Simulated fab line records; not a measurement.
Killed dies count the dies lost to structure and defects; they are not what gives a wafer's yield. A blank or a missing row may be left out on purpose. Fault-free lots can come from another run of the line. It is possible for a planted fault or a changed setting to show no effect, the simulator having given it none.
Which tool did it? -- flow gf180mcu -- 13 lots, 39 wafers sampled, at 4 steps of a route of 602

## WHAT THE GAUGES READ, wafer by wafer
GF_M5_OVL_MEAS_08.
lot,measured,on,M5_OVL (nm)
L197,day 26 08:18,overlay-01,-8 -3 -5
L198,day 26 16:56,overlay-01,6 -1 5
L199,day 27 10:35,overlay-01,8 7 10
L201,day 27 22:50,overlay-01,4 -1 5
L204,day 28 17:23,overlay-01,9 12 6
L205,day 28 18:56,overlay-01,5 6 11
L206,day 29 10:39,overlay-02,-1 0 -3
L209,day 30 06:31,overlay-01,2 2 6
L210,day 30 11:24,overlay-02,3 6 -3
L211,day 30 18:25,overlay-01,-4 -8 -5
L215,day 31 23:58,overlay-02,6 11
L216,day 32 09:20,overlay-02,-5 -4 -11
L217,day 32 11:38,overlay-01,-2 -4 -1

## EACH LOT AND THE TOOL THAT RAN IT (in order: tool; ch and the chambers of the sampled wafers; start)
lot,GF_VT_IMPLANT_DEVELOP_28,GF_MIM_SPUTTER_04,GF_MIM_SPUTTER_09
L197,"litho-track-04 ch 0, day 6 20:50","pvd-sputter-04, day 24 12:43","pvd-sputter-01, day 24 12:55"
L198,"litho-track-04 ch 0, day 7 04:07","pvd-sputter-04, day 24 21:25","pvd-sputter-02, day 24 21:37"
L199,"litho-track-03 ch 0, day 7 13:52","pvd-sputter-01, day 25 16:05","pvd-sputter-04, day 25 16:17"
L201,"litho-track-04 ch 0, day 8 01:14","pvd-sputter-01, day 26 04:38","pvd-sputter-02, day 26 04:50"
L204,"litho-track-03 ch 0, day 8 20:01","pvd-sputter-02, day 27 01:03","pvd-sputter-01, day 27 01:15"
L205,"litho-track-03 ch 0, day 9 01:34","pvd-sputter-04, day 27 02:55","pvd-sputter-02, day 27 03:07"
L206,"litho-track-03 ch 0, day 9 10:53","pvd-sputter-01, day 27 18:27","pvd-sputter-02, day 27 18:39"
L209,"litho-track-02 ch 0, day 10 04:35","pvd-sputter-04, day 28 15:33","pvd-sputter-01, day 28 15:45"
L210,"litho-track-03 ch 0, day 10 10:25","pvd-sputter-01, day 28 21:45","pvd-sputter-04, day 28 21:57"
L211,"litho-track-03 ch 0, day 10 19:05","pvd-sputter-02, day 29 04:20","pvd-sputter-04, day 29 04:32"
L215,"litho-track-04 ch 0, day 12 00:04","pvd-sputter-02, day 30 12:35","pvd-sputter-01, day 30 12:47"
L216,"litho-track-02 ch 0, day 12 06:20","pvd-sputter-02, day 30 22:40","pvd-sputter-02, day 30 22:52"
L217,"litho-track-02 ch 0, day 12 11:47","pvd-sputter-02, day 31 01:29","pvd-sputter-04, day 31 01:41"
- GF_VT_IMPLANT_DEVELOP_28: develop time 60 s.
- GF_MIM_SPUTTER_04: material TiN, target thk 50 nm, time 41.7 s.
- GF_MIM_SPUTTER_09: material TiN, target thk 35 nm, time 29.2 s.

## WHAT THE TOOLS THEMSELVES READ (means of the sampled wafers that have a number; where no wafer has one, the mark that the record gives instead)
GF_MIM_SPUTTER_04.
lot,tool,cathode-dc-power-W (W),throttle-valve-pct (%)
L197,pvd-sputter-04,6500.1,30.6
L198,pvd-sputter-04,6500.4,30.8
L199,pvd-sputter-01,6500.3,31.3
L201,pvd-sputter-01,6499.9,31.0
L204,pvd-sputter-02,6500.0,31.9
L205,pvd-sputter-04,6499.4,30.6
L206,pvd-sputter-01,6500.7,31.2
L209,pvd-sputter-04,6499.2,30.0
L210,pvd-sputter-01,6500.0,30.4
L211,pvd-sputter-02,6499.5,31.7
L215,pvd-sputter-02,6501.8,31.8
L216,pvd-sputter-02,6499.0,31.6
L217,pvd-sputter-02,6500.0,31.7

GF_MIM_SPUTTER_09.
lot,tool,cathode-dc-power-W (W),throttle-valve-pct (%)
L197,pvd-sputter-01,6500.9,30.9
L198,pvd-sputter-02,6500.4,31.7
L199,pvd-sputter-04,6499.5,30.6
L201,pvd-sputter-02,6499.9,31.8
L204,pvd-sputter-01,6499.3,31.2
L205,pvd-sputter-02,6498.9,31.7
L206,pvd-sputter-02,6500.2,31.8
L209,pvd-sputter-01,6500.8,30.4
L210,pvd-sputter-04,6500.5,30.5
L211,pvd-sputter-04,6500.1,30.0
L215,pvd-sputter-01,6500.2,31.1
L216,pvd-sputter-02,6500.1,31.7
L217,pvd-sputter-04,6500.0,30.4

## THE ANSWER, worked out from the rows above alone
Rule: the lots themselves supply what counts as usual. Put in order of their means at a reading, lots are off if they are a third of the lots or fewer, leave a main group of 4 or more, and stand apart from it by a gap of 3 or more times the standard deviation of the main group's means; of several such gaps the widest counts. Not used: any main group whose means are identical at the precision the tables above print for the reading. A lot without any number at a reading at which 4 lots or more have one is off too. Any other lot the step has rows for is counted as sound. The gauges are gone through in route order, then the tools' own readings, and for those a lot's mean is taken as printed above. At the first step where some lot is off, the reading lying furthest off is the one used; lots without a number count as furthest.
No lot is off at any reading shown: from this, nothing can be told.

## WHAT THE SIMULATOR HAD INSERTED
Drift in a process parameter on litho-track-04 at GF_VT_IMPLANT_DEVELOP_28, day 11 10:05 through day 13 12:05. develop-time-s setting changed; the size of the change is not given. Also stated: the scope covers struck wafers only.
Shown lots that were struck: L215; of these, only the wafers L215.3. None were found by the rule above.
